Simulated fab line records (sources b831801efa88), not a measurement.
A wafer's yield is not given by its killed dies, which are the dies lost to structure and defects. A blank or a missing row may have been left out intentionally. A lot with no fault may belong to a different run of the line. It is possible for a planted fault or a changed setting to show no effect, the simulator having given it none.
One fault through the eyes of 2 desks :: flow gf180mcu :: each desk holds nothing but its own numbers, with what lay behind them at the end

== TOOL OWNER'S DESK, litho_track-02 ==
The tool's own readings at GF_M2_DEVELOP_13 (develop time 60 s): means of the sampled wafers that have a number, for each lot that ran on this tool. Any lot whose mean is over 4 standard deviations away from the usual mean is out of limits and marked OUT; that distance is given in the brackets.
Columns: A = chill_plate_temp_C at GF_M2_DEVELOP_13, usual 23.01 C; B = resist_line_temp_C at GF_M2_DEVELOP_13, usual 22.99 C
lot: L540
first seen here: day 25 10:21
A: 23.07
B: 22.92

lot: L539
first seen here: day 25 12:12
A: 23.03
B: 22.76

lot: L541
first seen here: day 25 23:13
A: 22.93
B: 22.99

lot: L545
first seen here: day 27 07:18
A: 23.16
B: 23.07
This desk's finding: nothing out of limits on any of the 4 lots.

== THE METROLOGY DESK ==
Lot by lot, what the gauges showed, no matter which tool ran the lot: averages of those sampled wafers that carry a number. Any lot whose mean is over 4 standard deviations away from the usual mean is out of limits and marked OUT; that distance is given in the brackets.
Columns: A = cd_nm at GF_M2_CD_MEAS_14, usual 279.8 nm
lot: L523
first seen here: day 19 00:48
A: 278.7

lot: L524
first seen here: day 19 22:31
A: 278.3

lot: L526
first seen here: day 20 17:08
A: 280.0

lot: L528
first seen here: day 21 09:08
A: 281.2

lot: L527
first seen here: day 21 09:34
A: 279.4

lot: L536
first seen here: day 24 16:35
A: 281.4

lot: L540
first seen here: day 25 10:30
A: 277.5

lot: L539
first seen here: day 25 12:21
A: 277.7

lot: L541
first seen here: day 25 23:22
A: 280.5

lot: L543
first seen here: day 26 18:41
A: 280.4

lot: L544
first seen here: day 26 21:53
A: 280.2

lot: L545
first seen here: day 27 07:26
A: 279.9
This desk's finding: nothing out of limits on any of the 12 lots.

== BROUGHT TOGETHER ==
Nothing out of limits was seen by the tool owner's desk.
The metrology desk saw nothing out of limits.

== WHAT HAD BEEN PUT IN BY THE SIMULATOR ==
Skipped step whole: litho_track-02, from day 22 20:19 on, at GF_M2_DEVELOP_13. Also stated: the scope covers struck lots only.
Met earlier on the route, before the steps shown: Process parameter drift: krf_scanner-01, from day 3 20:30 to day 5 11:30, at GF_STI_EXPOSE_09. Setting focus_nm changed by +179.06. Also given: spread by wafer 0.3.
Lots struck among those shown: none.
